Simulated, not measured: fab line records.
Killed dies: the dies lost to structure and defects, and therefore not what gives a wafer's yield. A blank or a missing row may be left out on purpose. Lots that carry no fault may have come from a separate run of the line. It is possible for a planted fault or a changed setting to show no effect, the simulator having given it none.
One fault through the eyes of 2 desks    flow sky130    only its own numbers are on each desk; what lay behind them is given at the end

== FROM THE METROLOGY DESK ==
What the gauges read, lot by lot, whatever tool the lot ran on: means of the sampled wafers that have a number. A lot is out of limits, marked OUT, if its mean lies more than 4 standard deviations from the usual mean; the brackets give that distance.
Columns: A = VIA3_W_THK at SKY_VIA3_THK_MEAS_23, usual 381 nm; B = CAP2M_TIN_RS at SKY_CAP2M_RS_MEAS_03, usual 6.87 ohm/sq; C = CAP2M_TIN_THK at SKY_CAP2M_THK_MEAS_04, usual 196.1 nm
lot   first seen here  A    B                C
L835  day 40 09:56     374  13.71 (+88) OUT  100.5 (-46) OUT
L836  day 40 12:37     393  6.85             196.8
L838  day 40 22:46     378  13.43 (+84) OUT  102.0 (-45) OUT
L847  day 43 22:51     384  6.85             196.5
L849  day 44 10:44     391  6.90             194.8
L851  day 44 19:13     387  6.87             195.2
L853  day 45 01:58     381  6.85             196.3
L855  day 45 14:45     381  6.80             197.6
L856  day 46 08:29     377  6.83             196.8
This desk finds L835, L838 out of limits, with the earliest case on L835 at day 40 10:38 (CAP2M_TIN_RS at SKY_CAP2M_RS_MEAS_03). L836, L847, L849, L851, L853, L855, L856: within limits.

== DESK OF THE TOOL OWNER: pvd_sputter-04 ==
The tool's own readings at SKY_CAP2M_SPUTTER_02 (material TiN, target thk 200 nm, time 166.7 s): means of the sampled wafers that have a number, for each lot that ran on this tool. A lot is out of limits, marked OUT, if its mean lies more than 4 standard deviations from the usual mean; the brackets give that distance.
Columns: A = cathode_dc_power_W at SKY_CAP2M_SPUTTER_02, usual 6500.0 W; B = susceptor_temp_C at SKY_CAP2M_SPUTTER_02, usual 300.02 C; C = throttle_valve_pct at SKY_CAP2M_SPUTTER_02, usual 29.7 %
lot   first seen here  A                         B       C
L835  day 40 10:32     3395.9 (-99 or more) OUT  300.13  28.5
L838  day 40 23:22     3395.6 (-99 or more) OUT  299.95  29.6
L847  day 43 23:26     6500.6                    299.88  30.6
L849  day 44 11:20     6499.3                    300.12  28.5
L853  day 45 02:32     6499.6                    300.20  28.6
L855  day 45 15:20     6500.2                    300.02  29.6
L856  day 46 09:04     6499.6                    299.88  29.8
This desk's finding: out of limits on L835, L838; first on L835, day 40 10:32 (cathode_dc_power_W at SKY_CAP2M_SPUTTER_02). L847, L849, L853, L855, L856: within limits.

== PUT TOGETHER ==
On L835, L838, at day 40 10:32, an alarm was possible from the tool owner's desk.
At day 40 10:38 the metrology desk could have sounded an alarm, on L835, L838.
SKY_CAP2M_SPUTTER_02 was run on pvd_sputter-04 by each of the lots named.

== WHAT WAS PUT IN BY THE SIMULATOR ==
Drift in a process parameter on pvd_sputter-04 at SKY_CAP2M_SPUTTER_02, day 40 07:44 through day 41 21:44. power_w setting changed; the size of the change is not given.
Lots struck among those shown: L835, L838.
Delay (hours) between the fault's onset and each desk's first out-of-limits reading: 3 at the tool owner's desk, 3 at the metrology desk.
